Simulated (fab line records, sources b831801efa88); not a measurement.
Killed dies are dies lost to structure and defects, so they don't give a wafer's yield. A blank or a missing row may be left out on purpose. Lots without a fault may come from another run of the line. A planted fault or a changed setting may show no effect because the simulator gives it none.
Which tool did it? | flow sfq_line | 7 lots, 20 wafers sampled, at 3 steps of a route of 325

WHAT THE GAUGES READ, wafer by wafer
SFQ_M1_RS_MEAS_909: measures by four-point-probe.
lot  | measured     | on            | M1_NB_RS (ohm/sq)
L791 | day 17 15:41 | film_metro-04 | 0.901 0.895 0.922
L794 | day 19 07:24 | film_metro-03 | 0.902 0.898 0.908
L796 | day 20 16:15 | film_metro-04 | 0.897 0.899 0.892
L798 | day 21 17:28 | film_metro-03 | 0.890 0.878 0.879
L800 | day 22 21:39 | film_metro-03 | 0.906 0.896 0.892
L810 | day 26 22:28 | film_metro-04 | 0.944 0.884 0.946 0.886
L813 | day 28 03:56 | film_metro-04 | 0.893 0.897 0.907

WHICH TOOL RAN EACH LOT (tool, then ch and the chambers of the sampled wafers, then the start)
lot  | SFQ_TRILAYER_I0_VIA_STRIP_STRIP_035 | SFQ_TRILAYER_M1_DEP_SPUTTER_037
L791 | rie_metal-01 ch 0, day 17 14:47     | pvd_sputter-05, day 17 15:36
L794 | rie_metal-03 ch 1, day 19 06:31     | pvd_sputter-05, day 19 07:19
L796 | rie_metal-03 ch 0,1, day 20 15:22   | pvd_sputter-04, day 20 16:10
L798 | rie_metal-04 ch 0,1, day 21 16:34   | pvd_sputter-04, day 21 17:22
L800 | rie_metal-04 ch 1, day 22 20:10     | pvd_sputter-04, day 22 21:34
L810 | rie_metal-03 ch 1, day 26 21:42     | pvd_sputter-03, day 26 22:21
L813 | rie_metal-01 ch 0,1, day 28 03:01   | pvd_sputter-05, day 28 03:50
- SFQ_TRILAYER_I0_VIA_STRIP_STRIP_035: strips in O2.
- SFQ_TRILAYER_M1_DEP_SPUTTER_037: material Nb, target thk 200 nm, time 133.3 s.

THE ANSWER, worked out from the rows above alone
Rule: what is usual is taken from the lots themselves. Put in order of their means at a reading, lots are off if they are a third of the lots or fewer, leave a main group of 4 or more, and stand apart from it by a gap of 3 or more times the standard deviation of the main group's means; of several such gaps the widest counts. A main group whose means are all the same, to the digits that the tables above print for the reading, isn't used. A lot without any number at a reading at which 4 lots or more have one is off too. The other lots that the step has rows for count as sound.
No lot is off at any reading shown: from this, nothing can be told.

WHAT THE SIMULATOR HAD PUT IN
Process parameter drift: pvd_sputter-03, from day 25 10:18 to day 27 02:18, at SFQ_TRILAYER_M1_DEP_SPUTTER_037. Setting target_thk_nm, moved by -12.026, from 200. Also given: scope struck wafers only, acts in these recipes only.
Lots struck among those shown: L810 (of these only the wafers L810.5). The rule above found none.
